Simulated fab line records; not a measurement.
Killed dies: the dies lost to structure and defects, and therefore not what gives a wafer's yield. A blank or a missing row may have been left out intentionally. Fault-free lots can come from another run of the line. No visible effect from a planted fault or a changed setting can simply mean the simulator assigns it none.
Chamber matching | flow gf180mcu | 4 sister chambers for GF_CONTACT_CMP_27 on cmp-01
The step polishes, stops on SiO2, t overpolish 15 s, target thk 0 nm. 8 wafers are shown with their chamber, then 12 later ones without.

WAFERS WITH THEIR CHAMBER
wafer  | chamber | motor current A (A) | time to endpoint s (s)
L089.1 | 1       | 12.4                | 72
L089.3 | 2       | 12.0                | 72
L091.1 | 2       | 11.9                | 68
L091.2 | 3       | 11.3                | 72
L091.3 | 0       | 10.8                | 72
L092.3 | 3       | 11.7                | 78
L092.5 | 0       | 10.5                | 70
L092.6 | 1       | 11.9                | 71

WAFERS WHOSE CHAMBER IS MISSING
wafer  | motor current A (A) | time to endpoint s (s)
L093.1 | 10.4                | 72
L093.4 | 12.2                | 71
L093.6 | 11.1                | 75
L095.1 | 10.9                | 72
L095.2 | 10.4                | 70
L095.5 | 9.7                 | 70
L096.2 | 12.5                | 70
L096.5 | 11.4                | 75
L096.6 | 10.8                | 70
L097.1 | 10.3                | 69
L097.3 | 11.1                | 74
L097.5 | 12.5                | 72

EACH ONE'S CHAMBER
wafer  | from the rows above     | in truth
L093.1 | 0                       | 0
L093.4 | can't be placed: 1 or 2 | 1
L093.6 | can't be placed: 3 or 0 | 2
L095.1 | can't be placed: 0 or 3 | 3
L095.2 | 0                       | 0
L095.5 | 0                       | 0
L096.2 | can't be placed: 1 or 2 | 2
L096.5 | 3                       | 3
L096.6 | 0                       | 0
L097.1 | 0                       | 0
L097.3 | can't be placed: 3 or 0 | 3
L097.5 | can't be placed: 1 or 2 | 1
Placed correctly: 6 of 12. Not placeable from these rows: 6 (in 5, the candidates include the true chamber). Number placed wrongly: 0.
How it was worked out, from the rows above alone: a wafer's distance from a chamber is the root of the sum, over the readings, of the square of ((its reading less the chamber's mean) divided by the reading's scatter). The wafer belongs to the nearest chamber; if the next one is less than 2 further off, it can't be placed. A chamber's mean is the mean of its shown wafers. The scatter: take each reading less its chamber's mean, square it, sum over the shown wafers, divide by the number of wafers less the number of chambers, and take the root.
